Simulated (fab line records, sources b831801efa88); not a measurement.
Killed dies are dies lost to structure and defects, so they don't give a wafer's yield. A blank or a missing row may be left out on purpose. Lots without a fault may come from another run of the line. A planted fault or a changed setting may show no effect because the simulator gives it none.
fab line records | flow sky130
record lots=6 wafers=18 last_day=49
route steps=708 shown SD_N@344 SD_P@359 RES_XHIGH@360 PAD_OPEN@708
lots that met no fault: from a run of the same line without faults
start_h: hours from the record's first day to the start of the lot's first wafer shown | wait_h: hours since the lot's step before | " the same as in the row above | L1.1+2: a row that stands for several wafers | - no value, or no start given | * or withheld: withheld | < > ~ a bound
route shown NAME@n: a module of which the file shows steps, and the number in the route of the first | usual: mean/standard deviation of fault-free wafers | same: alike in all rows | chamber/n: place in a boat | sites: the reading at each site | _std_site: their standard deviation | _edge_site: outer sites' mean less inner sites' | radius_mm: how far each site lies from the wafer's centre | mask NAME#n: copy n | behind: the tool/chamber that last shaped the wafer | hold: why the lot was held/for how many hours/how that ended | device: the transistor (n, p or np) that didn't switch | end of line: the same wafers' tests at the end of the route | a step without rows: its recipe alone | killed: dies lost to structure and defects at the first sort, not the wafer's yield | map: a wafer's dies, x killed, . not, _ none there
set.NAME: the setting as run; set.NAME@STEP: as run at that earlier step | model.NAME: the simulator's own value behind a step, which no gauge read
lots at some steps of the route; a table a step, a row a wafer
services: from which hour (start_h, from the record's first day; less than 0 if before it) a tool's chamber was out of use, for how many hours, and why
## steps
# step SKY_SD_N_COAT_02
# recipe resist=NOVOLAK spin_rpm=3000 resist_thk_nm=1140
# step SKY_SD_N_SOFTBAKE_03
# recipe temp_c=90 time_s=60 resist=NOVOLAK
# step SKY_SD_N_EXPOSE_04
# recipe mask_id=NSDM na=0.6 source_shape=conventional sigma_outer=0.6 polarization=unpolarized target_cd_nm=380 dose_mj=141
# step SKY_SD_N_PEB_05
# recipe temp_c=withheld time_s=* resist=NOVOLAK
# step SKY_SD_N_DEVELOP_06
# recipe resist=NOVOLAK developer=TMAH develop_time_s=60 dev_temp_c=23
# step SKY_SD_N_CD_MEAS_07
# recipe target_cd_nm=380
# usual cd_nm=380.1/3
# columns lot.wafer tool chamber start_h wait_h cd_nm
L572.2 cd_sem-01 - 677.27 0.1 384.7
L572.4 " - " " 386.3
L572.6 " - " " 383.6
L577.2 cd_sem-02 - 715.32 0.1 380.8
L577.3 " - " " 381.0
L577.5 " - " " 381.7
L580.1 cd_sem-02 - 744.13 0.1 375.7
L580.2 " - " " 374.3
L580.6 " - " " 373.8
L582.1 cd_sem-01 - 753.60 1.3 381.5
L582.4 " - " " 383.9
L582.5 " - " " 383.7
L583.3 cd_sem-01 - 760.99 0.1 381.6
L583.4 " - " " 381.4
L583.6 " - " " 380.6
L585.1 cd_sem-01 - 778.13 0.1 377.0
L585.2 " - " " 376.7
L585.5 " - " " 375.7
# step SKY_SD_N_OVL_MEAS_08
# usual SD_N_OVL=-0.5/1.6
# columns lot.wafer tool chamber start_h wait_h SD_N_OVL[nm]
L572.2 overlay-01 - 677.37 0.1 -0.7
L572.4 " - " " -1.1
L572.6 " - " " -1.3
L577.2 overlay-01 - 715.43 0.1 1.5
L577.3 " - " " 0.8
L577.5 " - " " 1.9
L580.1 overlay-02 - 744.25 0.1 0.5
L580.2 " - " " 1.7
L580.6 " - " " 1.0
L582.1 overlay-01 - 753.72 0.1 -0.3
L582.4 " - " " -0.4
L582.5 " - " " 0.7
L583.3 overlay-02 - 761.08 0.1 -1.0
L583.4 " - " " -1.8
L583.6 " - " " -1.4
L585.1 overlay-01 - 778.25 0.1 -1.1
L585.2 " - " " -1.4
L585.5 " - " " -0.6
# step SKY_SD_N_IMPLANT_09
# recipe species=As energy_kev=50 dose_cm2=4e+15 tilt_deg=0
# step SKY_SD_N_IMPLANT_10
# recipe species=P energy_kev=20 dose_cm2=1e+14 tilt_deg=0
# step SKY_SD_N_STRIP_11
# recipe chemistry=O2/N2 power_w=1400 pressure_mtorr=1500 platen_temp_c=withheld o2_flow_sccm=3000 n2_flow_sccm=300 overash_fraction=0.5
# usual drypump_motor_current_A=5.6/0.45 oes_product_au=0.527/0.0049 strip_time_to_endpoint_s=22.55/0.036
# columns lot.wafer tool chamber start_h wait_h drypump_motor_current_A oes_product_au rf_hours_counter_h strip_time_to_endpoint_s
L572.2 plasma_asher-02 0 677.70 0.1 6.3 0.534 97 22.58
L572.4 " 1 " " 5.1 0.535 - 22.60
L572.6 " 0 " " 6.3 0.540 - 22.60
L577.2 plasma_asher-02 0 715.76 0.1 6.3 0.526 102 22.55
L577.3 " 1 " " 5.1 0.528 - 22.59
L577.5 " 1 " " 5.1 0.525 - 22.58
L580.1 plasma_asher-02 1 744.59 0.1 5.1 0.520 0 22.57
L580.2 " 0 " " 6.3 0.532 0 22.60
L580.6 " 0 " " 6.3 0.526 - 22.57
L582.1 plasma_asher-02 0 754.05 0.1 6.2 0.528 1 22.50
L582.4 " 1 " " 5.1 0.524 - 22.47
L582.5 " 1 " " 5.1 0.528 - 22.50
L583.3 plasma_asher-02 1 761.44 0.1 5.1 0.519 - 22.60
L583.4 " 0 " " 6.2 0.531 - 22.59
L583.6 " 1 " " 5.1 0.523 - 22.57
L585.1 plasma_asher-03 1 778.59 0.1 5.6 0.523 97 22.56
L585.2 " 0 " " 5.7 0.521 97 22.56
L585.5 " 1 " " 5.6 0.526 - 22.54
# step SKY_SD_N_TW_MEAS_12
# usual SD_N_TW=3995/56
# columns lot.wafer tool chamber start_h wait_h SD_N_TW
L572.2 film_metro-01 - 677.81 0.1 4061
L572.4 " - " " 4063
L572.6 " - " " 4045
L577.2 film_metro-03 - 715.87 0.1 3989
L577.3 " - " " 3998
L577.5 " - " " 3981
L580.1 film_metro-02 - 744.69 0.1 3924
L580.2 " - " " 3927
L580.6 " - " " 3947
L582.1 film_metro-01 - 754.15 0.1 4080
L582.4 " - " " 4070
L582.5 " - " " 4073
L583.3 film_metro-02 - 761.53 0.1 3926
L583.4 " - " " 3935
L583.6 " - " " 3937
L585.1 film_metro-01 - 778.69 0.1 4067
L585.2 " - " " 4052
L585.5 " - " " 4068
# step SKY_SD_N_CLEAN_13
# recipe chemistry=SC1/SC2 mix=1:4:20 temp_c=70 time_s=150 dry=n2_spin
# step SKY_SD_N_RTA_14
# recipe temp_c=1075 time_s=2 idle_temp_c=650 ramp_up_c_per_s=150 ramp_down_c_per_s=90 ambient=N2
# usual chamber_o2_ppm=2.000/0.021 lamp_power_pct=15.73/0.05 wafer_temp_C_max=1077.8/1.3
# columns lot.wafer tool chamber start_h wait_h chamber_o2_ppm lamp_power_pct wafer_temp_C_max
L572.2 rtp_anneal-02 0 677.92 0.0 1.990 15.72 1077.5
L572.4 " 0 " " 2.001 15.71 1078.4
L572.6 " 0 " " 2.039 15.81 1077.6
L577.2 rtp_anneal-01 0 715.99 0.0 1.999 15.81 1077.4
L577.3 " 0 " " 1.994 15.81 1075.8
L577.5 " 0 " " 1.983 15.71 1078.6
L580.1 rtp_anneal-02 0 744.81 0.0 2.015 14.93 1080.0
L580.2 " 0 " " 2.025 14.92 1077.0
L580.6 " 0 " " 2.005 15.07 1078.1
L582.1 rtp_anneal-02 0 754.27 0.0 2.009 14.99 1077.0
L582.4 " 0 " " 2.003 14.97 1076.6
L582.5 " 0 " " 1.996 15.16 1080.5
L583.3 rtp_anneal-01 0 761.64 0.0 2.003 15.74 1080.5
L583.4 " 0 " " 2.038 15.72 1078.6
L583.6 " 0 " " 2.020 15.70 1077.4
L585.1 rtp_anneal-01 0 778.80 0.0 1.967 15.78 1078.2
L585.2 " 0 " " 1.973 15.82 1076.9
L585.5 " 0 " " 1.978 15.83 1078.1
# step SKY_SD_N_RS_MEAS_16
# recipe thk_meas_gauge=four-point-probe
# usual SD_N_RS=68.52/0.14
# columns lot.wafer tool chamber start_h wait_h SD_N_RS[ohm/sq]
L572.2 film_metro-02 - 678.11 0.1 68.44
L572.4 " - " " 68.31
L572.6 " - " " 68.49
L577.2 film_metro-02 - 716.17 0.1 68.36
L577.3 " - " " 68.43
L577.5 " - " " 68.41
L580.1 film_metro-01 - 744.98 0.1 71.98
L580.2 " - " " 71.82
L580.6 " - " " 71.90
L582.1 film_metro-02 - 754.44 0.1 71.81
L582.4 " - " " 71.71
L582.5 " - " " 71.62
L583.3 film_metro-01 - 761.83 0.1 68.68
L583.4 " - " " 68.67
L583.6 " - " " 68.58
L585.1 film_metro-02 - 778.97 0.1 68.53
L585.2 " - " " 68.49
L585.5 " - " " 68.45
# step SKY_SD_N_RS_MEAS_17
# recipe thk_meas_gauge=four-point-probe
# usual SD_P_RS=147.0/0.3
# columns lot.wafer tool chamber start_h wait_h SD_P_RS[ohm/sq]
L572.2 film_metro-02 - 678.23 0.1 146.9
L572.4 " - " " 147.0
L572.6 " - " " 146.8
L577.2 film_metro-02 - 716.29 0.1 146.8
L577.3 " - " " 146.3
L577.5 " - " " 147.0
L580.1 film_metro-01 - 745.10 0.1 165.7
L580.2 " - " " 165.4
L580.6 " - " " 165.2
L582.1 film_metro-02 - 754.56 0.1 165.0
L582.4 " - " " 165.5
L582.5 " - " " 165.3
L583.3 film_metro-01 - 761.95 0.1 147.5
L583.4 " - " " 147.1
L583.6 " - " " 147.2
L585.1 film_metro-02 - 779.09 0.1 146.4
L585.2 " - " " 146.6
L585.5 " - " " 146.8
# step SKY_SD_N_RS_MEAS_18
# recipe thk_meas_gauge=four-point-probe
# usual RES_XHIGH_RS=333.2/1.1
# columns lot.wafer tool chamber start_h wait_h RES_XHIGH_RS[ohm/sq]
L572.2 film_metro-02 - 678.35 0.1 331.2
L572.4 " - " " 332.1
L572.6 " - " " 333.0
L577.2 film_metro-02 - 716.41 0.1 331.6
L577.3 " - " " 333.1
L577.5 " - " " 332.9
L580.1 film_metro-01 - 745.22 0.1 334.5
L580.2 " - " " 333.3
L580.6 " - " " 334.9
L582.1 film_metro-02 - 754.68 0.1 332.7
L582.4 " - " " 333.7
L582.5 " - " " 333.4
L583.3 film_metro-01 - 762.07 0.1 332.8
L583.4 " - " " 333.7
L583.6 " - " " 333.3
L585.1 film_metro-02 - 779.21 0.1 332.8
L585.2 " - " " 331.3
L585.5 " - " " 332.7
# step SKY_PAD_OPEN_PROBE_99
# usual killed_at_M0_to_M3=43/6.5 killed_at_M4_up=3.1/1.8 killed_at_contacts=24/5.6 killed_at_front_end=15/4.2 killed_at_other=0.3/0.5 killed_dies=86/8.9 killed_open=47/6.9 killed_short=39/5.9
# same gross_dies=492 killed_at_back_side=0
# columns lot.wafer tool chamber start_h wait_h killed_at_M0_to_M3 killed_at_M4_up killed_at_contacts killed_at_front_end killed_at_other killed_dies killed_open killed_short model.etest.res_xhigh_po.line_ohm_um model.etest.res_xhigh_po.rs_ohm_sq model.etest.pfet_01v8.r_on_ohm_um model.etest.tip_p.rs_ohm_sq model.etest.res_pdiff.line_ohm_um model.etest.res_high_po.line_ohm_um model.etest.pfet_g5v0d10v5.r_on_ohm_um model.etest.licon_high_po.rc_ohm
L572.2 prober-01 - 1097.03 0.1 50 7 24 12 0 93 50 42 5878 2081 3001 6869 1377 764.1 4777 362.1
L572.4 prober-01 - 1097.13 0.2 34 0 39 21 1 95 61 34 5923 2060 2907 6843 1370 767.4 4716 346
L572.6 prober-01 - 1097.23 0.2 37 2 26 26 0 91 53 38 6061 2123 2865 6856 1388 771.4 4704 361.6
L577.2 prober-01 - 1126.09 0.1 37 6 16 15 0 74 37 37 5532 1986 2845 6766 1349 749 4786 356.3
L577.3 prober-01 - 1126.14 0.2 35 4 21 17 0 77 44 33 5984 2094 2824 6763 1357 791.5 4772 366.2
L577.5 prober-01 - 1126.24 0.2 43 4 18 14 1 80 45 35 6030 2133 2836 6788 1385 770.1 4783 382.5
L580.1 prober-02 - 1145.28 0.1 33 5 24 19 1 82 46 36 7108 2467 3183 7103 1556 898.2 4872 478.9
L580.2 prober-02 - 1145.33 0.1 48 6 19 9 0 82 41 41 6875 2342 3080 7098 1538 880.7 4850 460.1
L580.6 prober-02 - 1145.53 0.2 39 2 26 14 0 81 46 35 6972 2387 3071 7003 1553 873 4816 440.1
L582.1 prober-02 - 1151.62 0.1 43 4 17 15 0 79 45 34 6599 2300 3086 7119 1527 845.6 4765 458.9
L582.4 prober-02 - 1151.77 0.2 43 3 19 15 0 80 39 41 6769 2332 3044 7052 1517 862.6 4822 435.4
L582.5 prober-02 - 1151.82 0.2 44 2 31 10 0 87 49 38 6609 2305 3146 7074 1514 855.2 4827 456.8
L583.3 prober-01 - 1156.65 0.2 39 3 33 8 0 83 51 32 5734 2018 2842 6854 1365 728.7 4734 364.2
L583.4 prober-01 - 1156.70 0.2 50 3 23 13 0 89 51 38 5570 1935 2743 6866 1342 734.1 4600 336.6
L583.6 prober-01 - 1156.80 0.2 39 0 14 10 0 63 33 30 5577 1942 2841 6875 1370 721.3 4738 345.5
L585.1 prober-01 - 1167.31 0.1 34 6 30 16 0 86 43 43 5768 2028 2894 6883 1345 746.7 4854 340.9
L585.2 prober-01 - 1167.36 0.1 38 6 22 18 0 84 47 37 5752 2030 2868 6866 1338 760 4785 351.1
L585.5 prober-01 - 1167.51 0.2 42 1 23 13 0 79 43 36 5666 1982 2894 6848 1343 742.2 4826 356.4
# killed by level:class
L572.2 VIA1:geometric_particle:open=14 CONTACT:geometric_particle:open=11 METAL2:geometric_particle:short=8 LI_CONTACT:geometric_particle:open=6 METAL4:geometric_particle:short=6 VIA1:geometric_particle:short=5 VIA2:geometric_particle:open=5 CONTACT:geometric_particle:short=4
L572.4 CONTACT:geometric_particle:open=17 LI_CONTACT:geometric_particle:open=11 VIA1:geometric_particle:open=8 VIA3:geometric_particle:open=7 POLY_GATE:geometric_particle:open=5 LOCAL_INTERCONNECT:geometric_particle:short=5 POLY_GATE:geometric_particle:short=4 LI_CONTACT:geometric_particle:short=4
L572.6 VIA1:geometric_particle:open=12 CONTACT:geometric_particle:open=8 LI_CONTACT:geometric_particle:open=6 FIELD_ISO:geometric_particle:open=5 VIA2:geometric_particle:open=5 FIELD_ISO:geometric_particle:short=4 POLY_GATE:geometric_particle:open=4 SPACER:geometric_particle:short=4
L577.2 VIA1:geometric_particle:open=12 CONTACT:geometric_particle:open=6 FIELD_ISO:geometric_particle:short=5 LI_CONTACT:geometric_particle:open=5 VIA1:geometric_particle:short=5 VIA3:geometric_particle:open=5 METAL4:geometric_particle:short=5 METAL3:geometric_particle:short=4
L577.3 VIA1:geometric_particle:open=8 CONTACT:geometric_particle:open=8 LI_CONTACT:geometric_particle:open=7 VIA1:geometric_particle:short=6 POLY_GATE:geometric_particle:open=5 VIA3:geometric_particle:open=5 METAL2:geometric_particle:short=4 VIA2:geometric_particle:open=4
L577.5 VIA1:geometric_particle:open=11 VIA2:geometric_particle:open=9 FIELD_ISO:geometric_particle:short=8 CONTACT:geometric_particle:open=7 LI_CONTACT:geometric_particle:open=6 METAL3:geometric_particle:short=5 METAL2:geometric_particle:short=4 FIELD_ISO:geometric_particle:open=3
L580.1 VIA1:geometric_particle:open=9 CONTACT:geometric_particle:open=9 METAL2:geometric_particle:short=7 FIELD_ISO:geometric_particle:open=6 VIA3:geometric_particle:open=6 FIELD_ISO:geometric_particle:short=5 LI_CONTACT:geometric_particle:open=5 POLY_GATE:geometric_particle:open=4
L580.2 CONTACT:geometric_particle:open=9 VIA3:geometric_particle:open=8 VIA1:geometric_particle:open=7 METAL2:geometric_particle:short=7 VIA2:geometric_particle:open=6 VIA2:geometric_particle:short=5 LI_CONTACT:geometric_particle:open=4 METAL3:geometric_particle:short=4
L580.6 VIA1:geometric_particle:open=11 CONTACT:geometric_particle:open=9 VIA2:geometric_particle:open=8 CONTACT:geometric_particle:short=6 POLY_GATE:geometric_particle:short=5 LI_CONTACT:geometric_particle:open=4 LOCAL_INTERCONNECT:geometric_particle:short=4 VIA3:geometric_particle:open=4
L582.1 VIA1:geometric_particle:open=13 VIA1:geometric_particle:short=9 CONTACT:geometric_particle:open=8 VIA2:geometric_particle:open=6 LI_CONTACT:geometric_particle:open=4 VIA3:geometric_particle:open=4 METAL2:geometric_particle:short=4 METAL4:geometric_particle:short=4
L582.4 VIA1:geometric_particle:open=10 METAL2:geometric_particle:short=8 CONTACT:geometric_particle:open=7 VIA2:geometric_particle:open=6 METAL1:geometric_particle:short=6 VIA2:geometric_particle:short=5 FIELD_ISO:geometric_particle:open=4 VIA1:geometric_particle:short=4
L582.5 VIA1:geometric_particle:open=11 LI_CONTACT:geometric_particle:open=10 CONTACT:geometric_particle:short=8 CONTACT:geometric_particle:open=8 METAL2:geometric_particle:short=8 VIA2:geometric_particle:open=6 FIELD_ISO:geometric_particle:open=4 VIA1:geometric_particle:short=4
L583.3 LI_CONTACT:geometric_particle:open=16 CONTACT:geometric_particle:open=8 VIA2:geometric_particle:open=7 VIA1:geometric_particle:open=6 VIA2:geometric_particle:short=6 METAL1:geometric_particle:short=5 FIELD_ISO:geometric_particle:short=4 LI_CONTACT:geometric_particle:short=4
L583.4 VIA1:geometric_particle:open=12 VIA2:geometric_particle:open=8 LI_CONTACT:geometric_particle:open=7 LOCAL_INTERCONNECT:geometric_particle:short=6 METAL1:geometric_particle:short=6 VIA1:geometric_particle:short=5 VIA3:geometric_particle:open=5 POLY_GATE:geometric_particle:open=4
L583.6 METAL1:geometric_particle:short=9 VIA2:geometric_particle:open=5 VIA3:geometric_particle:open=5 LOCAL_INTERCONNECT:geometric_particle:short=5 VIA1:geometric_particle:open=5 POLY_GATE:geometric_particle:short=3 LI_CONTACT:geometric_particle:open=3 CONTACT:geometric_particle:open=3
L585.1 CONTACT:geometric_particle:open=11 VIA1:geometric_particle:open=9 CONTACT:geometric_particle:short=8 METAL4:geometric_particle:short=6 LI_CONTACT:geometric_particle:open=5 LOCAL_INTERCONNECT:geometric_particle:short=5 METAL2:geometric_particle:short=5 VIA3:geometric_particle:open=4
L585.2 VIA1:geometric_particle:open=9 LI_CONTACT:geometric_particle:open=8 FIELD_ISO:geometric_particle:open=6 CONTACT:geometric_particle:open=6 METAL1:geometric_particle:short=6 VIA2:geometric_particle:short=5 METAL3:geometric_particle:short=5 POLY_GATE:geometric_particle:open=4
L585.5 VIA1:geometric_particle:open=12 VIA2:geometric_particle:open=8 LI_CONTACT:geometric_particle:short=6 LI_CONTACT:geometric_particle:open=6 VIA1:geometric_particle:short=6 CONTACT:geometric_particle:open=5 METAL2:geometric_particle:short=5 POLY_GATE:geometric_particle:short=4
## services
# columns tool chamber start_h hours kind
plasma_asher-03 - 690.31 0.4 repair
plasma_asher-02 - 733.80 9.0 pm
plasma_asher-02 0 733.80 9.0 vent_cycle
plasma_asher-02 1 733.80 9.0 vent_cycle
plasma_asher-02 0 742.80 - clean
plasma_asher-02 1 742.80 - clean
plasma_asher-03 - 761.68 0.8 repair
## key
first_sign step=SKY_SD_N_RTA_14 reading=lamp_power_pct direction=down sigmas=15 usual=15.73 struck=15.01
effect step=SKY_SD_N_RS_MEAS_16 reading=SD_N_RS direction=up sigmas=24 usual=68.52 struck=71.81
effect step=SKY_SD_N_RS_MEAS_17 reading=SD_P_RS direction=up sigmas=61 usual=147.0 struck=165.3
model_effect step=SKY_PAD_OPEN_PROBE_99 value=etest.res_xhigh_po.line_ohm_um without=5562 struck=6822
met_at SKY_SD_N_RTA_14
struck_wafers L580.1,L580.2,L580.6,L582.1,L582.4,L582.5
tester_left_out L580,L582
onset_between 677.92 744.81
fault kind=process_parameter_drift tool=rtp_anneal-02 chamber=- onset_h=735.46 steps=SKY_SD_N_RTA_14 channel=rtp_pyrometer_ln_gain offset=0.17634 shape=step end_h=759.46
# tester_left_out: of these lots the tester's yield and bins aren't shown, on N5 and GAA mostly nor the transistor test; their killed dies are dies lost to structure and defects alone, not to doping, threshold or leakage, so they don't give the yield
